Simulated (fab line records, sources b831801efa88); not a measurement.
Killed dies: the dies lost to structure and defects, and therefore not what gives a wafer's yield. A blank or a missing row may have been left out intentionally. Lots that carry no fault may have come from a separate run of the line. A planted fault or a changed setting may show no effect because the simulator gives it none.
The same fault as seen by 2 desks || flow sfqLine || each desk holds nothing but its own numbers, with what lay behind them at the end

## METROLOGY DESK
What the gauges read, lot by lot, whatever tool the lot ran on: means of the sampled wafers that have a number. The brackets show how far a lot's mean lies from the usual mean; more than 4 standard deviations puts the lot out of limits, marked OUT.
Columns: A = L0V_OVL at SFQ_L0V_OVL_MEAS_903, usual 0 nm
{"lot": "L118", "first seen here": "day 9 14:34", "A": -4}
{"lot": "L124", "first seen here": "day 10 20:40", "A": -0}
{"lot": "L125", "first seen here": "day 11 03:52", "A": 1}
{"lot": "L126", "first seen here": "day 11 05:04", "A": -3}
{"lot": "L127", "first seen here": "day 11 12:17", "A": -3}
{"lot": "L128", "first seen here": "day 11 17:05", "A": -6}
{"lot": "L131", "first seen here": "day 12 12:16", "A": 2}
This desk found nothing out of limits on any of the 7 lots.

## FOR THE TOOL OWNER'S DESK: lithoTrack-03
The tool's own readings at SFQ_TRILAYER_L0_VIA_LITHO_PEB_016 (peb time 60 s): means of the sampled wafers that have a number, for each lot that ran on this tool. The brackets show how far a lot's mean lies from the usual mean; more than 4 standard deviations puts the lot out of limits, marked OUT.
Columns: A = exhaustPa at SFQ_TRILAYER_L0_VIA_LITHO_PEB_016, usual 45.1 Pa; B = plateTempC at SFQ_TRILAYER_L0_VIA_LITHO_PEB_016, usual 114.97 C
{"lot": "L124", "first seen here": "day 10 20:22", "A": 44.5, "B": 114.90}
{"lot": "L125", "first seen here": "day 11 03:34", "A": 44.9, "B": 114.86}
{"lot": "L126", "first seen here": "day 11 04:46", "A": 44.9, "B": 115.13}
{"lot": "L127", "first seen here": "day 11 12:01", "A": 45.5, "B": 114.77}
This desk found nothing out of limits on any of the 4 lots.

## BROUGHT TOGETHER
The metrology desk saw nothing out of limits.
The tool owner's desk saw nothing out of limits.

## WHAT THE SIMULATOR PUT IN
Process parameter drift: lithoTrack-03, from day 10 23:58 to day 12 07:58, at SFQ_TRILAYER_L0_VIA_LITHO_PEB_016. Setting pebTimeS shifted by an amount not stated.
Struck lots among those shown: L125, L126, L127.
